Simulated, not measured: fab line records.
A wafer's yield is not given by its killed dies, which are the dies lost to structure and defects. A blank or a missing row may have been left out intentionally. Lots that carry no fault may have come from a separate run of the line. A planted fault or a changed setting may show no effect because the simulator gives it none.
Comparing a struck lot with a sound one | flow sky130 | 44 out of 708 route steps
Sound: these wafers, L943.1, L943.2, L943.3. Struck: wafers L957.2, L957.5, L957.6. The cause comes at the end.
At each step with rows: each side's tool, then ch and its chambers, then its first start. Under that, the readings that differ: sound wafers | struck wafers | difference of the means | sigmas: that difference in standard deviations of wafers without a fault.
alike: a reading whose means differ by less than 2 such deviations, as well as words and numbers matching on both sides. not compared: withheld readings; readings where some wafer has no value; bounds like >300 that might hide an equal value; numbers whose values overlap and for which the record gives no deviation.
A row with sigmas, a row that says differs or no value, or rows on one side alone: a step with any of these is where the two part. Numbers that don't overlap but have no deviation are shown without sigmas and don't part them. A reading that every wafer of one side lacks parts them only if that side has two wafers or more.

first, 2 steps without rows for these wafers: SKY_DNWELL_DEVELOP_06 (develop time 60 s); SKY_DNWELL_IMPLANT_07.
SKY_DNWELL_STRIP_08: strips in O2/N2.
  sound on plasmaAsher-02 ch 0,1, day 5 17:17; struck on plasmaAsher-01 ch 0,1, day 8 08:19
  alike: drypumpMotorCurrentA, oesProductAu, stripTimeToEndpointS
  not compared: rfHoursCounterH
SKY_DNWELL_TW_MEAS_09:
  sound on filmMetro-02, day 5 17:23; struck on filmMetro-01, day 8 08:26
  alike: DNWELL_TW
then, 7 steps without rows for these wafers: SKY_PWDE_DEHYDRATE_00 (time 60 s); SKY_PWDE_HMDS_01 (prime time 60 s); SKY_PWDE_COAT_02 (resist thk 3000 nm); SKY_PWDE_SOFTBAKE_03; SKY_PWDE_EXPOSE_04 (exposes mask PWDEM, target cd 840 nm); SKY_PWDE_PEB_05; SKY_PWDE_DEVELOP_06 (develop time 60 s).
SKY_PWDE_OVL_MEAS_07:
  sound on overlay-02, day 6 10:32; struck on overlay-01, day 9 05:03
  alike: PWDE_OVL
SKY_PWDE_IMPLANT_08:
  sound on implanter-03 ch 0, day 6 10:34; struck on implanter-01 ch 0, day 9 05:07
reading          | sound                     | struck                        | difference | sigmas
doseIonsCm2      | 3.6e+12 3.6e+12 3.604e+12 | 4.465e+12 4.461e+12 4.464e+12 | +8.620e+11 | +99 or more
faradayCurrentUA | 20.1 20.5 20.3            | 25.2 26.0 24.5                | +4.9       | +12
  alike: beamEnergyKeV
SKY_PWDE_STRIP_09: strips in O2/N2.
  sound on plasmaAsher-03 ch 0,1, day 6 10:43; struck on plasmaAsher-01 ch 0,1, day 9 05:14
  alike: drypumpMotorCurrentA, oesProductAu, stripTimeToEndpointS
  not compared: rfHoursCounterH
SKY_PWDE_TW_MEAS_10:
  sound on filmMetro-02, day 6 10:49; struck on filmMetro-04, day 9 05:20
reading | sound             | struck            | difference | sigmas
PWDE_TW | 370.4 368.6 369.5 | 400.1 400.9 400.3 | +30.9      | +10
then, 7 steps without rows for these wafers: SKY_NWELL_DEHYDRATE_03 (time 60 s); SKY_NWELL_HMDS_04 (prime time 60 s); SKY_NWELL_COAT_05 (resist thk 3000 nm); SKY_NWELL_SOFTBAKE_06; SKY_NWELL_EXPOSE_07 (exposes mask NWM, target cd 840 nm); SKY_NWELL_PEB_08; SKY_NWELL_DEVELOP_09 (develop time 60 s).
SKY_NWELL_OVL_MEAS_10:
  sound on overlay-01, day 7 05:07; struck on overlay-01, day 10 02:52
  alike: NWELL_00_OVL
then, 3 steps without rows for these wafers: SKY_NWELL_IMPLANT_11; SKY_NWELL_IMPLANT_12; SKY_NWELL_IMPLANT_13.
SKY_NWELL_STRIP_14: strips in O2/N2.
  sound on plasmaAsher-01 ch 0,1, day 7 05:37; struck on plasmaAsher-01 ch 0,1, day 10 03:21
  alike: drypumpMotorCurrentA, oesProductAu, stripTimeToEndpointS
  not compared: rfHoursCounterH
SKY_NWELL_TW_MEAS_15:
  sound on filmMetro-01, day 7 05:43; struck on filmMetro-01, day 10 03:28
  alike: NWELL_TW
then, 7 steps without rows for these wafers: SKY_NWELL_DEHYDRATE_16 (time 60 s); SKY_NWELL_HMDS_17 (prime time 60 s); SKY_NWELL_COAT_18 (resist thk 3000 nm); SKY_NWELL_SOFTBAKE_19; SKY_NWELL_EXPOSE_20 (exposes mask NWM COMPLEMENT, target cd 840 nm); SKY_NWELL_PEB_21; SKY_NWELL_DEVELOP_22 (develop time 60 s).
SKY_NWELL_OVL_MEAS_23:
  sound on overlay-01, day 8 01:58; struck on overlay-02, day 11 01:28
  alike: NWELL_01_OVL
next, for these wafers, 1 step has no rows: SKY_NWELL_IMPLANT_24.
SKY_NWELL_STRIP_25: strips in O2/N2.
  sound on plasmaAsher-02 ch 0,1, day 8 02:10; struck on plasmaAsher-02 ch 0,1, day 11 01:39
  alike: drypumpMotorCurrentA, oesProductAu, stripTimeToEndpointS
  not compared: rfHoursCounterH
SKY_NWELL_TW_MEAS_26:
  sound on filmMetro-04, day 8 02:16; struck on filmMetro-04, day 11 01:46
  alike: NWELL_2_TW
then, 1 step without rows for these wafers: SKY_NWELL_CLEAN_27 (cleans in SC1/SC2, time 150 s).
SKY_NWELL_RTA_28: time 30 s.
  sound on rtpAnneal-02 ch 0, day 8 02:22; struck on rtpAnneal-02 ch 0, day 11 01:52
  alike: annealTempCMax, lampPowerPct, rampDownCPerS, wafer_temp_C_max
SKY_NWELL_RS_MEAS_29: a four-point-probe measurement.
  sound on filmMetro-02, day 8 02:28; struck on filmMetro-04, day 11 01:59
  alike: NWELL_RS
SKY_NWELL_RS_MEAS_31: a four-point-probe measurement.
  sound on filmMetro-02, day 8 02:43; struck on filmMetro-04, day 11 02:13
reading          | sound          | struck         | difference | sigmas
PWDE_RS (ohm/sq) | 5293 5296 5288 | 4450 4432 4435 | -853       | -45
-- the record jumps here: 40 days lie between the struck wafers' starts before and after (it left off in module NWELL and takes up again in module PAD_OPEN, whose first step shown is number 708 of the route) --
SKY_PAD_OPEN_PROBE_99:
  sound on prober-01, day 48 07:11; struck on prober-02, day 50 18:05
reading                               | sound                         | struck         | difference | sigmas
killedAtFrontEnd                      | 9 13 11                       | 24 19 22       | +11        | +2
model.etest.res_p_drift_20v.lineOhmUm | 1.269e+04 1.35e+04 1.24e+04   | 9546 9727 9698 | -3206      | 
model.etest.res_p_drift_20v.rsOhmSq   | 1.056e+04 1.118e+04 1.044e+04 | 8129 8056 8132 | -2621      | 
model.etest.resPwdeUnderGate.rsOhmSq  | 6253 6226 6259                | 5105 5094 5050 | -1163      | 
  alike: killed_at_M0_to_M3, killed_at_M4_up, killedAtContacts, killedAtOther, killedDies, killedOpen, killedShort

## WHERE THEY PART
First at SKY_PWDE_IMPLANT_08; last, within this record, at SKY_PAD_OPEN_PROBE_99.

WHY: what had been put in by the simulator
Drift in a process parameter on implanter-01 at SKY_PWDE_IMPLANT_08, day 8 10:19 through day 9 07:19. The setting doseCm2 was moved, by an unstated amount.
